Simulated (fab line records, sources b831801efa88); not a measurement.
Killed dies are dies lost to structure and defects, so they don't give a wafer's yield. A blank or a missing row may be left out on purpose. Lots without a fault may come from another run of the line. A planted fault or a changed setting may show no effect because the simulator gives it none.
Split-lot experiment | flow sky130 | 5 lots, 23 wafers read, on a route of 708 steps

THE SPLIT
At SKY_VIA1_CMP_02 (polishes SiO2), the setting leave_above_ref_nm was moved away from the recipe's 345 nm on 11 of the 23 wafers read, by -6.6% to +7.2%. The other wafers ran this setting at the recipe's value.

The file shows no step between the split and the reading.

THE READING
oes_product_au, in a.u., at SKY_VIA1_ETCH_15 (etches SiO2 in C4F8/O2/Ar, stops on TiN, target depth 351 nm, time 54 s). Fault-free wafers of this fab line usually give 0.983 a.u., standard deviation 0.0055 a.u..

wafer  | tool, chamber at the split | leave_above_ref_nm as run, nm | against the recipe | oes_product_au, a.u. | against lot-mates on the recipe
L074.1 | cmp-01, 0                  | 345                           | recipe             | 0.973                | -
L074.4 | cmp-01, 1                  | 345                           | recipe             | 0.984                | -
L074.5 | cmp-01, 3                  | 345                           | recipe             | 0.988                | -
L078.1 | cmp-02, 2                  | 345                           | recipe             | 0.978                | -
L078.2 | cmp-02, 0                  | 345                           | recipe             | 0.979                | -
L078.3 | cmp-02, 3                  | 328.6                         | -4.8%              | 0.955                | -0.024
L078.4 | cmp-02, 1                  | 328.6                         | -4.8%              | 0.950                | -0.029
L078.5 | cmp-02, 3                  | 345                           | recipe             | 0.980                | -
L075.1 | cmp-02, 2                  | 345                           | recipe             | 0.990                | -
L075.2 | cmp-02, 0                  | 345                           | recipe             | 0.980                | -
L075.3 | cmp-02, 1                  | 322.4                         | -6.6%              | 0.946                | -0.039
L075.4 | cmp-02, 3,2                | 322.4                         | -6.6%              | 0.943                | -0.042
L075.5 | cmp-02, 3,2                | 322.4                         | -6.6%              | 0.944                | -0.041
L080.1 | cmp-02, 3                  | 370                           | +7.2%              | 1.011                | +0.032
L080.2 | cmp-02, 2                  | 345                           | recipe             | 0.973                | -
L080.3 | cmp-02, 1                  | 345                           | recipe             | 0.985                | -
L080.5 | cmp-02, 3                  | 370                           | +7.2%              | 1.011                | +0.032
L080.6 | cmp-02, 0                  | 370                           | +7.2%              | 1.001                | +0.022
L084.1 | cmp-02, 1                  | 345                           | recipe             | 0.983                | -
L084.3 | cmp-02, 3,0                | 365.4                         | +5.9%              | 0.995                | +0.013
L084.4 | cmp-02, 3,0                | 365.4                         | +5.9%              | 1.002                | +0.020
L084.5 | cmp-02, 3                  | 345                           | recipe             | 0.982                | -
L084.6 | cmp-02, 0                  | 365.4                         | +5.9%              | 1.004                | +0.022
Where a row lists several chambers, the file gives one row for several wafers and doesn't say which wafer went through which chamber.

THE FIT
A straight line over all 23 wafers: oes_product_au changes by +0.00446 a.u. for each +1% of leave_above_ref_nm; r = +0.96; the points scatter about the line by 0.0059 a.u..
The same after taking each lot's own level away (the mean of its wafers on the recipe; 23 wafers): +0.00465 a.u. for each +1%; r = +0.96; scatter 0.0061 a.u..
On that fit, the largest move of leave_above_ref_nm shifts the reading by 0.034 a.u..
The lots' own levels span 0.9790 to 0.9850 a.u., that is 1.1 times the standard deviation above.
So the lot-to-lot level changes the slope little: the two slopes agree.
Check: with one of the wafers moved furthest among these (+7.2%) left out of the fit, the line predicts +0.0297 a.u. for it against its lot-mates. It came out at +0.032 a.u. against them.

OTHER SPLITS ON THESE WAFERS
These wafers also went through other splits before the reading. Each is held against what the fit with the lots' levels taken away leaves over:
other split on the same wafers               | wafers away from the commonest value | r with oes_product_au (lot level and that fit taken away)
SKY_SD_P_EXPOSE_04 dose_mj                   | 9                                    | -0.16
SKY_SD_P_IMPLANT_09 dose_cm2                 | 7                                    | +0.12
SKY_LI_CONTACT_CMP_02 leave_above_ref_nm     | 6                                    | -0.05
SKY_LI_CONTACT_COAT_07 spin_rpm              | 9                                    | +0.17
SKY_LOCAL_INTERCONNECT_COAT_06 resist_thk_nm | 11                                   | +0.49
SKY_LOCAL_INTERCONNECT_SOFTBAKE_07 temp_c    | 10                                   | -0.18
SKY_CONTACT_ETCH_16 time_s                   | 8                                    | +0.08

THE WHOLE CHAIN: every reading that the file lists as answering this split, in the file's order
step             | what it does                                                            | reading                                                                        | change (the file's fit)                   | r (the file's)
SKY_VIA1_CMP_02  | polishes SiO2                                                           | SiO2_of_VIA1_HDPCVD_00.thk_nm (the simulator's own value, which no gauge read) | +3.36 nm for each +1% of the setting      | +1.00
SKY_VIA1_ETCH_15 | etches SiO2 in C4F8/O2/Ar, stops on TiN, target depth 351 nm, time 54 s | oes_product_au                                                                 | +0.00459 a.u. for each +1% of the setting | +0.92
SKY_VIA1_ETCH_15 | etches SiO2 in C4F8/O2/Ar, stops on TiN, target depth 351 nm, time 54 s | VIA1.feature_depth_nm (the simulator's own value, which no gauge read)         | +2.43 nm for each +1% of the setting      | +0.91
SKY_VIA1_ETCH_15 | etches SiO2 in C4F8/O2/Ar, stops on TiN, target depth 351 nm, time 54 s | etch.depth_nm (the simulator's own value, which no gauge read)                 | +3 nm for each +1% of the setting         | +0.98

THE FILE'S OWN FIT
oes_product_au changes by +0.00459 a.u. for each +1% of leave_above_ref_nm, r = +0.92.
